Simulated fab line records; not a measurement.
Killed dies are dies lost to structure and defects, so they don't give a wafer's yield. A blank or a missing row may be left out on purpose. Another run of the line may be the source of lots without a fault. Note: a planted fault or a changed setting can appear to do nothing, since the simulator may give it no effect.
Matching of chambers + flow gf180mcu + cmp-01 running GF_V1_CMP_04: 4 sister chambers
The step polishes SiO2. 8 wafers are shown with their chamber, then 9 later ones without.

## EACH WAFER AND ITS CHAMBER
| wafer  | chamber | motor_current_A (A) | slurry_filter_dp_kPa (kPa) |
|--------|---------|---------------------|----------------------------|
| L181.1 | 3       | 13.9                | 13.62                      |
| L181.4 | 1       | 12.6                | 13.27                      |
| L181.5 | 2       | 10.5                | 13.73                      |
| L184.2 | 1       | 12.1                | 13.36                      |
| L184.6 | 0       | 11.0                | 13.36                      |
| L185.1 | 0       | 11.4                | 13.46                      |
| L185.3 | 2       | 10.7                | 13.44                      |
| L185.6 | 3       | 13.9                | 13.52                      |

## WAFERS WITHOUT THEIR CHAMBER
| wafer  | motor_current_A (A) | slurry_filter_dp_kPa (kPa) |
|--------|---------------------|----------------------------|
| L192.2 | 11.4                | 13.57                      |
| L192.3 | 12.5                | 13.32                      |
| L192.6 | 12.8                | 13.36                      |
| L193.1 | 10.6                | 13.56                      |
| L193.2 | 12.2                | 13.68                      |
| L193.3 | 11.6                | 13.52                      |
| L194.2 | 11.2                | 13.33                      |
| L194.3 | 14.0                | 13.48                      |
| L194.4 | 10.2                | 13.26                      |

## THE CHAMBER EACH PASSED THROUGH
| wafer  | from the rows above     | in truth |
|--------|-------------------------|----------|
| L192.2 | can't be placed: 0 or 2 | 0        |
| L192.3 | 1                       | 1        |
| L192.6 | 1                       | 1        |
| L193.1 | 2                       | 2        |
| L193.2 | can't be placed: 1 or 0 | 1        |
| L193.3 | can't be placed: 0 or 1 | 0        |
| L194.2 | 0                       | 0        |
| L194.3 | 3                       | 3        |
| L194.4 | can't be placed: 2 or 0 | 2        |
Correct placement for 5 of the 9. Cannot be placed on the basis of these rows: 4; the candidates contain the true chamber in 4. Wrongly placed: 0.
How it was worked out, from the rows above alone: a wafer's distance from a chamber is the root of the sum, over the readings, of the square of ((its reading less the chamber's mean) divided by the reading's scatter). If the next closest chamber is less than 2 further off than the closest, the wafer can't be placed; otherwise it belongs to the closest. Each chamber's mean is taken over the wafers shown for it. How the scatter is found: for the shown wafers, subtract from each reading the mean of its chamber, square and add these, divide the total by (wafers less chambers), then take the root.
